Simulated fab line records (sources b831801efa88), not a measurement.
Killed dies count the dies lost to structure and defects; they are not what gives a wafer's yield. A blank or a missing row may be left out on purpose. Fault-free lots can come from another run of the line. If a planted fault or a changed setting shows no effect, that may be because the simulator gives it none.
fab line records	flow sky130
record: lots: 7	wafers: 21	last-day: 50
route steps=708 shown LDD_LDN@294 SPACER@304 PAD_OPEN@708
lots that met no fault: taken from a fault-free run of the same line
start-h: hours from the record's opening day to when the first of the lot's shown wafers began	wait-h: hours from the lot's prior step to this one	" as in the row above	L1.1+2: a row that stands for several wafers	- no value present, or no start provided	* or withheld: withheld	< > ~ a bound
route shown NAME@n: a module of which the file shows steps, and the number in the route of the first	usual: mean/standard deviation of fault-free wafers	same: alike in all rows	chamber/n: place in a boat	sites: each site's reading	_std_site: the values' standard deviation	_edge_site: outer sites' mean less inner sites'	radius-mm: how far each site lies from the wafer's centre	mask NAME#n: copy n	behind: the tool/chamber that last shaped the wafer	hold: cause of the lot's hold/its duration in hours/its outcome	device: the transistor (n, p or np) that didn't switch	end of line: tests run on the same wafers once the route is complete	a step given without rows: its recipe and nothing more	killed: not the wafer's yield, but the dies lost to structure and defects at the first sort	map: shows each die of a wafer: x if killed, . if not, _ if none is there
set.NAME: the setting the step ran with; set.NAME@STEP: the setting that earlier step ran with	model.NAME: the simulator's own value behind a step, which no gauge read
certain route steps with their lots: each step a table, each wafer a row
services: the hour from which a tool's chamber was out of use, counted from the record's first day as start-h (under 0 if before that day), plus the number of hours and why
== steps ==
step: SKY_LDD_LDN_PEB_05
recipe: temp-c: withheld	time-s: *	resist: NOVOLAK
step: SKY_LDD_LDN_DEVELOP_06
recipe: resist: NOVOLAK	developer: TMAH	develop-time-s: 60	dev-temp-c: 23
step: SKY_LDD_LDN_OVL_MEAS_07
usual: LDD_LDN_OVL: 0.4/1.3
lot.wafer	tool	chamber	start-h	wait-h	LDD_LDN_OVL[nm]
L874.4	overlay-01	-	537.82	0.1	2.5
L874.5	"	-	"	"	2.7
L874.6	"	-	"	"	0.3
L877.1	overlay-02	-	567.60	0.1	-2.4
L877.2	"	-	"	"	-0.5
L877.3	"	-	"	"	-1.0
L883.1	overlay-02	-	628.21	0.1	0.7
L883.5	"	-	"	"	0.0
L883.6	"	-	"	"	-1.3
L885.1	overlay-02	-	633.11	0.1	1.7
L885.4	"	-	"	"	0.2
L885.5	"	-	"	"	-1.8
L884.2	overlay-02	-	633.69	0.1	1.5
L884.3	"	-	"	"	2.7
L884.5	"	-	"	"	1.5
L894.1	overlay-01	-	702.05	0.1	0.2
L894.2	"	-	"	"	0.1
L894.4	"	-	"	"	1.4
L895.2	overlay-02	-	722.92	0.1	-0.7
L895.4	"	-	"	"	0.1
L895.6	"	-	"	"	-1.4
step: SKY_LDD_LDN_IMPLANT_08
recipe: species: As	energy-kev: 15	dose-cm2: 1.25e+13	tilt-deg: withheld	rotation-deg: 23
step: SKY_LDD_LDN_IMPLANT_09
recipe: species: As	energy-kev: 15	dose-cm2: 1.25e+13	tilt-deg: withheld	rotation-deg: 113
step: SKY_LDD_LDN_IMPLANT_10
recipe: species: As	energy-kev: 15	dose-cm2: 1.25e+13	tilt-deg: withheld	rotation-deg: 203
step: SKY_LDD_LDN_IMPLANT_11
recipe: species: As	energy-kev: 15	dose-cm2: 1.25e+13	tilt-deg: withheld	rotation-deg: 293
step: SKY_LDD_LDN_STRIP_12
recipe: chemistry: O2/N2	power-w: 1400	pressure-mtorr: 1500	platen-temp-c: withheld	o2-flow-sccm: 3000	n2-flow-sccm: 300	overash-fraction: 0.5
usual: drypump-motor-current-A: 5.8/0.51	oes-product-au: 0.716/0.0047	strip-time-to-endpoint-s: 14.20/0.044
lot.wafer	tool	chamber	start-h	wait-h	drypump-motor-current-A	oes-product-au	rf-hours-counter-h	strip-time-to-endpoint-s
L874.4	plasma-asher-04	0	538.62	0.1	5.3	0.710	-	14.18
L874.5	"	0	"	"	5.4	0.711	-	14.19
L874.6	"	1	"	"	6.7	0.709	-	14.12
L877.1	plasma-asher-04	0	568.24	0.1	5.3	0.711	43	14.21
L877.2	"	1	"	"	6.6	0.720	43	14.16
L877.3	"	0	"	"	5.3	0.710	-	14.18
L883.1	plasma-asher-02	1	628.85	0.1	5.6	0.715	95	14.24
L883.5	"	0	"	"	5.9	0.724	-	14.23
L883.6	"	1	"	"	5.6	0.714	-	14.24
L885.1	plasma-asher-01	1	633.75	0.1	6.2	0.729	17	14.22
L885.4	"	1	"	"	6.3	0.717	-	14.24
L885.5	"	1	"	"	6.3	0.716	-	14.22
L884.2	plasma-asher-01	0	634.32	0.1	5.3	0.722	17	14.15
L884.3	"	1	"	"	6.3	0.714	-	14.20
L884.5	"	1	"	"	6.3	0.712	-	14.15
L894.1	plasma-asher-02	1	702.69	0.1	5.6	0.716	102	14.21
L894.2	"	0	"	"	5.9	0.710	102	14.20
L894.4	"	0	"	"	5.8	0.716	-	14.20
L895.2	plasma-asher-02	1	723.55	0.1	5.6	0.715	104	14.13
L895.4	"	1	"	"	5.6	0.719	-	14.20
L895.6	"	1	"	"	5.6	0.720	-	14.17
step: SKY_LDD_LDN_TW_MEAS_13
usual: LDD_LDN_TW: 1478/9.5
lot.wafer	tool	chamber	start-h	wait-h	LDD_LDN_TW
L874.4	film-metro-03	-	538.72	0.1	1498
L874.5	"	-	"	"	1491
L874.6	"	-	"	"	1496
L877.1	film-metro-03	-	568.34	0.1	1489
L877.2	"	-	"	"	1484
L877.3	"	-	"	"	1491
L883.1	film-metro-04	-	628.95	0.1	1466
L883.5	"	-	"	"	1467
L883.6	"	-	"	"	1464
L885.1	film-metro-01	-	633.85	0.1	1477
L885.4	"	-	"	"	1481
L885.5	"	-	"	"	1482
L884.2	film-metro-01	-	634.43	0.1	1478
L884.3	"	-	"	"	1478
L884.5	"	-	"	"	1475
L894.1	film-metro-01	-	702.79	0.1	1482
L894.2	"	-	"	"	1476
L894.4	"	-	"	"	1480
L895.2	film-metro-03	-	723.66	0.1	1493
L895.4	"	-	"	"	1481
L895.6	"	-	"	"	1486
step: SKY_LDD_LDN_CLEAN_14
recipe: chemistry: SC1/SC2	mix: 1:4:20	temp-c: 70	time-s: 150	dry: n2-spin
step: SKY_SPACER_CVD_00
recipe: material: Si3N4	precursor: DCS/NH3	target-thk-nm: 43.1	temp-c: 770	time-s: 740	pressure-mtorr: 250
step: SKY_SPACER_THK_MEAS_01
recipe: reads: Si3N4_of_SPACER_CVD_00
usual: SPACER_CVD_00_THK: 43.0/0.44
lot.wafer	tool	chamber	start-h	wait-h	SPACER_CVD_00_THK[nm]
L874.4	film-metro-02	-	541.02	0.0	42.7
L874.5	"	-	"	"	43.0
L874.6	"	-	"	"	42.5
L877.1	film-metro-01	-	569.66	0.0	42.6
L877.2	"	-	"	"	43.3
L877.3	"	-	"	"	43.2
L883.1	film-metro-02	-	630.53	0.0	42.9
L883.5	"	-	"	"	43.1
L883.6	"	-	"	"	42.6
L885.1	film-metro-02	-	636.11	0.0	43.9
L885.4	"	-	"	"	44.0
L885.5	"	-	"	"	43.4
L884.2	film-metro-01	-	636.12	0.0	42.9
L884.3	"	-	"	"	43.0
L884.5	"	-	"	"	42.7
L894.1	film-metro-01	-	704.63	0.0	42.5
L894.2	"	-	"	"	42.3
L894.4	"	-	"	"	42.2
L895.2	film-metro-04	-	724.97	0.0	43.0
L895.4	"	-	"	"	42.9
L895.6	"	-	"	"	42.9
step: SKY_SPACER_ETCHBACK_02
recipe: chemistry: CH3F/O2	target: Si3N4	stop-on: SiO2	source-w: 400	bias-w: 80	pressure-mtorr: 25	ch3f-flow-sccm: 40	O2_flow_sccm: 30	time-s: 46.7	target-depth-a: 450
usual: O2_flow_sccm: 29.99/0.096	bias-w: 80.02/0.28	drypump-motor-current-A: 5.7/0.59	oes-product-au: 0.854/0.0066	throttle-valve-pct: 10.561/0.009
lot.wafer	tool	chamber	start-h	wait-h	O2_flow_sccm	bias-w	drypump-motor-current-A	oes-product-au	rf-hours-counter-h	throttle-valve-pct
L874.4	rie-diel-03	0	541.05	0.0	29.92	79.86	5.8	0.843	6	10.562
L874.5	"	3	"	"	29.94	80.03	6.5	0.849	-	10.550
L874.6	"	2	"	"	30.00	80.02	5.4	0.860	-	10.562
L877.1	rie-diel-04	3	569.72	0.1	30.08	79.51	5.6	0.844	13	10.573
L877.2	"	2	"	"	29.81	80.12	4.9	0.864	0	10.571
L877.3	"	0	"	"	30.02	80.14	4.9	0.858	13	10.579
L883.1	rie-diel-03	2	630.59	0.1	-	-	-	-	-	-
L883.5	"	1	"	"	-	-	-	-	-	-
L883.6	"	0	"	"	-	-	-	-	-	-
L884.2	rie-diel-03	3	636.17	0.0	-	-	-	-	-	-
L884.3	"	1	"	"	-	-	-	-	-	-
L884.5	"	2	"	"	-	-	-	-	-	-
L885.1	rie-diel-01	2	636.17	0.1	-	-	-	-	-	-
L885.4	"	1	"	"	-	-	-	-	-	-
L885.5	"	2	"	"	-	-	-	-	-	-
L894.1	rie-diel-04	3	704.69	0.1	30.02	79.65	5.6	0.849	15	10.548
L894.2	"	0	"	"	30.04	79.58	4.9	0.849	16	10.567
L894.4	"	2	"	"	29.98	80.53	4.9	0.848	3	10.553
L895.2	rie-diel-01	3	725.02	0.0	29.93	80.03	5.2	0.853	2	10.557
L895.4	"	2	"	"	29.95	80.11	6.4	0.850	16	10.554
L895.6	"	0	"	"	29.84	80.23	6.4	0.850	-	10.557
step: SKY_PAD_OPEN_PROBE_99
usual: killed_at_M0_to_M3: 42/6.4	killed_at_M4_up: 3.2/1.9	killed-at-contacts: 24/4.8	killed-at-front-end: 16/4.4	killed-at-other: 0.3/0.55	killed-dies: 86/8.6	killed-on-rim: 17/3.5	killed-open: 46/6.6	killed-short: 39/5.7
same: gross-dies: 492	killed-at-back-side: 0
lot.wafer	tool	chamber	start-h	wait-h	hold	killed_at_M0_to_M3	killed_at_M4_up	killed-at-contacts	killed-at-front-end	killed-at-other	killed-dies	killed-on-rim	killed-open	killed-short
L874.4	prober-02	-	1084.20	0.2	-	34	2	25	15	0	76	16	42	33
L874.5	prober-02	-	1084.25	0.2	-	41	5	17	17	0	80	19	37	43
L874.6	prober-02	-	1084.30	0.2	-	48	0	23	13	0	84	17	48	35
L877.1	prober-01	-	1103.85	0.1	-	39	4	26	16	0	85	25	43	42
L877.2	prober-01	-	1103.90	0.1	-	55	2	18	11	0	86	18	44	41
L877.3	prober-01	-	1103.95	0.2	-	50	7	22	8	0	87	20	44	42
L883.1	prober-02	-	1143.78	0.1	await-dispo/4.4h/scrap	41	1	25	424	1	492	96	43	39
L883.5	prober-02	-	1143.98	0.2	await-dispo/4.4h/scrap	38	5	27	421	1	492	96	46	42
L883.6	prober-02	-	1144.03	0.2	await-dispo/4.4h/scrap	37	4	31	420	0	492	96	45	40
L885.1	prober-01	-	1146.30	0.1	await-dispo/3.4h/scrap	40	3	20	428	1	492	96	45	35
L885.4	prober-01	-	1146.45	0.2	await-dispo/3.4h/scrap	37	1	14	440	0	492	96	41	27
L885.5	prober-01	-	1146.50	0.2	await-dispo/3.4h/scrap	46	2	20	421	3	492	96	42	39
L884.2	prober-02	-	1150.53	0.1	await-dispo/1.9h/scrap	33	2	29	427	1	492	96	46	38
L884.3	prober-02	-	1150.58	0.2	await-dispo/1.9h/scrap	39	2	25	426	0	492	96	46	35
L884.5	prober-02	-	1150.68	0.2	await-dispo/1.9h/scrap	42	1	27	422	0	492	96	54	41
L894.1	prober-02	-	1191.57	0.1	-	40	2	21	20	0	83	18	52	31
L894.2	prober-02	-	1191.62	0.1	-	45	3	13	12	0	73	12	37	36
L894.4	prober-02	-	1191.72	0.2	-	41	1	25	16	1	84	15	46	38
L895.2	prober-02	-	1200.22	0.1	-	35	4	21	12	0	72	19	36	35
L895.4	prober-02	-	1200.32	0.2	-	55	3	24	13	0	95	20	52	43
L895.6	prober-02	-	1200.42	0.2	-	43	1	23	12	1	80	12	49	31
killed by level:class
L874.4 LOCAL_INTERCONNECT:geometric-particle:short=8 POLY_GATE:geometric-particle:open=7 VIA2:geometric-particle:open=7 VIA3:geometric-particle:open=7 CONTACT:geometric-particle:open=6 METAL1:geometric-particle:short=6 VIA1:geometric-particle:open=5 POLY_GATE:geometric-particle:short=4
L874.5 METAL2:geometric-particle:short=8 VIA1:geometric-particle:open=6 FIELD_ISO:geometric-particle:short=5 CONTACT:geometric-particle:open=5 METAL1:geometric-particle:short=5 VIA2:geometric-particle:open=5 POLY_GATE:geometric-particle:open=4 LOCAL_INTERCONNECT:geometric-particle:short=4
L874.6 LOCAL_INTERCONNECT:geometric-particle:short=8 METAL1:geometric-particle:short=8 VIA1:geometric-particle:open=8 VIA3:geometric-particle:open=8 VIA2:geometric-particle:open=7 LI_CONTACT:geometric-particle:open=5 METAL1:geometric-particle:open=5 CONTACT:geometric-particle:short=4
L877.1 CONTACT:geometric-particle:open=11 VIA2:geometric-particle:open=7 VIA1:geometric-particle:open=6 LI_CONTACT:geometric-particle:open=5 LOCAL_INTERCONNECT:geometric-particle:short=5 METAL2:geometric-particle:short=5 FIELD_ISO:geometric-particle:short=4 METAL1:geometric-particle:short=4
L877.2 VIA1:geometric-particle:open=13 METAL2:geometric-particle:short=10 VIA2:geometric-particle:open=9 CONTACT:geometric-particle:short=7 VIA3:geometric-particle:open=6 METAL1:geometric-particle:short=6 FIELD_ISO:geometric-particle:short=5 LI_CONTACT:geometric-particle:open=4
L877.3 VIA2:geometric-particle:open=10 LI_CONTACT:geometric-particle:open=8 METAL1:geometric-particle:short=7 VIA1:geometric-particle:open=7 CONTACT:geometric-particle:open=6 METAL2:geometric-particle:short=5 METAL4:geometric-particle:short=5 VIA3:geometric-particle:short=5
L883.1 SPACER:area-etchback=410 VIA1:geometric-particle:open=9 VIA3:geometric-particle:open=8 CONTACT:geometric-particle:open=8 FIELD_ISO:geometric-particle:short=5 LOCAL_INTERCONNECT:geometric-particle:short=5 CONTACT:geometric-particle:short=5 METAL2:geometric-particle:short=5
L883.5 SPACER:area-etchback=404 VIA2:geometric-particle:open=9 LI_CONTACT:geometric-particle:open=7 LOCAL_INTERCONNECT:geometric-particle:short=6 FIELD_ISO:geometric-particle:open=5 FIELD_ISO:geometric-particle:short=5 CONTACT:geometric-particle:short=5 METAL2:geometric-particle:short=5
L883.6 SPACER:area-etchback=407 CONTACT:geometric-particle:open=12 LOCAL_INTERCONNECT:geometric-particle:short=7 VIA1:geometric-particle:open=6 VIA2:geometric-particle:open=6 VIA1:geometric-particle:short=5 VIA3:geometric-particle:open=5 CONTACT:geometric-particle:short=4
L885.1 SPACER:area-etchback=411 VIA1:geometric-particle:open=10 CONTACT:geometric-particle:open=7 POLY_GATE:geometric-particle:short=6 VIA3:geometric-particle:open=6 POLY_GATE:geometric-particle:open=5 VIA2:geometric-particle:open=5 VIA3:geometric-particle:short=4
L885.4 SPACER:area-etchback=424 METAL1:geometric-particle:short=8 VIA3:geometric-particle:open=8 FIELD_ISO:geometric-particle:open=7 CONTACT:geometric-particle:open=6 VIA1:geometric-particle:open=6 VIA2:geometric-particle:open=5 FIELD_ISO:geometric-particle:short=4
L885.5 SPACER:area-etchback=410 VIA1:geometric-particle:open=12 VIA3:geometric-particle:open=8 CONTACT:geometric-particle:open=7 VIA3:geometric-particle:short=6 LI_CONTACT:geometric-particle:short=5 METAL1:geometric-particle:short=5 POLY_GATE:geometric-particle:short=4
L884.2 SPACER:area-etchback=408 CONTACT:geometric-particle:open=13 VIA2:geometric-particle:open=12 FIELD_ISO:geometric-particle:short=7 LI_CONTACT:geometric-particle:open=6 LOCAL_INTERCONNECT:geometric-particle:short=5 VIA1:geometric-particle:short=5 POLY_GATE:geometric-particle:short=4
L884.3 SPACER:area-etchback=411 CONTACT:geometric-particle:open=9 CONTACT:geometric-particle:short=8 VIA1:geometric-particle:open=8 VIA2:geometric-particle:open=6 VIA3:geometric-particle:open=6 FIELD_ISO:geometric-particle:open=4 POLY_GATE:geometric-particle:open=4
L884.5 SPACER:area-etchback=397 VIA1:geometric-particle:open=16 CONTACT:geometric-particle:open=8 FIELD_ISO:geometric-particle:open=7 CONTACT:geometric-particle:short=7 VIA2:geometric-particle:open=7 POLY_GATE:geometric-particle:short=6 LI_CONTACT:geometric-particle:open=6
L894.1 CONTACT:geometric-particle:open=12 VIA3:geometric-particle:open=11 FIELD_ISO:geometric-particle:open=8 VIA1:geometric-particle:open=5 VIA2:geometric-particle:open=5 LI_CONTACT:geometric-particle:open=4 FIELD_ISO:geometric-particle:short=4 VIA1:geometric-particle:short=4
L894.2 VIA1:geometric-particle:open=7 VIA3:geometric-particle:open=7 VIA1:geometric-particle:short=6 VIA2:geometric-particle:open=6 VIA2:geometric-particle:short=5 LI_CONTACT:geometric-particle:open=4 VIA3:geometric-particle:short=4 POLY_GATE:geometric-particle:open=3
L894.4 CONTACT:geometric-particle:open=10 LI_CONTACT:geometric-particle:open=8 VIA3:geometric-particle:open=8 VIA1:geometric-particle:short=7 FIELD_ISO:geometric-particle:short=5 METAL1:geometric-particle:short=5 VIA1:geometric-particle:open=5 METAL2:geometric-particle:short=4
L895.2 VIA1:geometric-particle:open=11 CONTACT:geometric-particle:open=10 POLY_GATE:geometric-particle:short=4 LI_CONTACT:geometric-particle:open=4 CONTACT:geometric-particle:short=4 METAL1:geometric-particle:short=4 VIA2:geometric-particle:open=4 METAL3:geometric-particle:short=4
L895.4 VIA1:geometric-particle:open=13 CONTACT:geometric-particle:open=9 VIA3:geometric-particle:open=8 METAL1:geometric-particle:short=7 CONTACT:geometric-particle:short=6 VIA2:geometric-particle:open=6 VIA3:geometric-particle:short=5 VIA1:geometric-particle:short=5
L895.6 VIA1:geometric-particle:open=12 CONTACT:geometric-particle:open=10 FIELD_ISO:geometric-particle:open=6 METAL1:geometric-particle:short=6 VIA2:geometric-particle:open=6 LOCAL_INTERCONNECT:geometric-particle:short=5 VIA2:geometric-particle:short=5 VIA1:geometric-particle:short=4
map L883.1 (x killed, . not)
__________xxxxxxxxxx_________
________xxxxxxxxxxxxxx_______
______xxxxxxxxxxxxxxxxxx_____
_____xxxxxxxxxxxxxxxxxxxx____
____xxxxxxxxxxxxxxxxxxxxxx___
___xxxxxxxxxxxxxxxxxxxxxxxx__
__xxxxxxxxxxxxxxxxxxxxxxxxxx_
_xxxxxxxxxxxxxxxxxxxxxxxxxxxx
_xxxxxxxxxxxxxxxxxxxxxxxxxxxx
_xxxxxxxxxxxxxxxxxxxxxxxxxxxx
_xxxxxxxxxxxxxxxxxxxxxxxxxxxx
_xxxxxxxxxxxxxxxxxxxxxxxxxxxx
_xxxxxxxxxxxxxxxxxxxxxxxxxxxx
_xxxxxxxxxxxxxxxxxxxxxxxxxxxx
_xxxxxxxxxxxxxxxxxxxxxxxxxxxx
__xxxxxxxxxxxxxxxxxxxxxxxxxx_
___xxxxxxxxxxxxxxxxxxxxxxxx__
____xxxxxxxxxxxxxxxxxxxxxx___
_____xxxxxxxxxxxxxxxxxxxx____
______xxxxxxxxxxxxxxxxxx_____
________xxxxxxxxxxxxxx_______
__________xxxxxxxxxx_________
map L884.2 (x killed, . not)
__________xxxxxxxxxx_________
________xxxxxxxxxxxxxx_______
______xxxxxxxxxxxxxxxxxx_____
_____xxxxxxxxxxxxxxxxxxxx____
____xxxxxxxxxxxxxxxxxxxxxx___
___xxxxxxxxxxxxxxxxxxxxxxxx__
__xxxxxxxxxxxxxxxxxxxxxxxxxx_
_xxxxxxxxxxxxxxxxxxxxxxxxxxxx
_xxxxxxxxxxxxxxxxxxxxxxxxxxxx
_xxxxxxxxxxxxxxxxxxxxxxxxxxxx
_xxxxxxxxxxxxxxxxxxxxxxxxxxxx
_xxxxxxxxxxxxxxxxxxxxxxxxxxxx
_xxxxxxxxxxxxxxxxxxxxxxxxxxxx
_xxxxxxxxxxxxxxxxxxxxxxxxxxxx
_xxxxxxxxxxxxxxxxxxxxxxxxxxxx
__xxxxxxxxxxxxxxxxxxxxxxxxxx_
___xxxxxxxxxxxxxxxxxxxxxxxx__
____xxxxxxxxxxxxxxxxxxxxxx___
_____xxxxxxxxxxxxxxxxxxxx____
______xxxxxxxxxxxxxxxxxx_____
________xxxxxxxxxxxxxx_______
__________xxxxxxxxxx_________
== services ==
tool	chamber	start-h	hours	kind
rie-diel-01	3	519.91	4.6	repair
rie-diel-03	2	525.76	6.1	repair
rie-diel-04	2	539.95	-	clean
rie-diel-04	2	539.95	18.3	scheduled-down
rie-diel-04	2	539.95	18.3	vent-cycle
rie-diel-03	3	549.47	6.7	repair
plasma-asher-01	-	551.27	2.0	repair
rie-diel-01	1	561.07	-	clean
rie-diel-01	1	561.07	17.4	scheduled-down
rie-diel-01	1	561.07	17.4	vent-cycle
rie-diel-01	0	598.97	1.4	repair
rie-diel-03	1	605.62	8.5	repair
plasma-asher-04	-	624.56	5.9	repair
rie-diel-01	3	647.98	-	clean
rie-diel-01	3	647.98	15.0	scheduled-down
rie-diel-01	3	647.98	15.0	vent-cycle
plasma-asher-04	-	653.97	2.2	repair
plasma-asher-02	-	670.67	3.7	repair
plasma-asher-02	-	674.76	6.2	repair
plasma-asher-04	-	702.46	1.8	repair
rie-diel-04	1	717.12	14.5	repair
plasma-asher-02	-	717.25	1.3	repair
rie-diel-04	3	722.26	1.4	repair
== key ==
first-sign: step: SKY_SPACER_ETCHBACK_02	reading: tool-record	direction: missing
effect: step: SKY_PAD_OPEN_PROBE_99	reading: killed-at-front-end	direction: up	sigmas: 94	usual: 16	struck: 425
more-kills-born-at: SKY_SPACER_ETCHBACK_02@rie-diel-03: 2437	SKY_SPACER_ETCHBACK_02@rie-diel-01: 1245
met-at SKY_SPACER_ETCHBACK_02
struck-wafers L883.1,L883.5,L883.6,L884.2,L884.3,L884.5,L885.1,L885.4,L885.5
later-rows-left-out L883.1,L883.5,L883.6,L884.2,L884.3,L884.5,L885.1,L885.4,L885.5
tester-left-out L883,L884,L885
onset-between 541.05 630.59
fault: kind: skipped-step-whole	tool: rie-diel-01,rie-diel-03	chamber: -	onset-h: 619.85	steps: SKY_SPACER_ETCHBACK_02	scope: struck-lots-only
tester-left-out: of these lots the tester's yield and bins aren't shown, on N5 and GAA mostly nor the transistor test; their killed dies are dies lost to structure and defects alone, not to doping, threshold or leakage, so they don't give the yield
later-rows-left-out: the simulator's readings of these wafers behind a module that went badly wrong aren't trusted and aren't shown, but for the sort
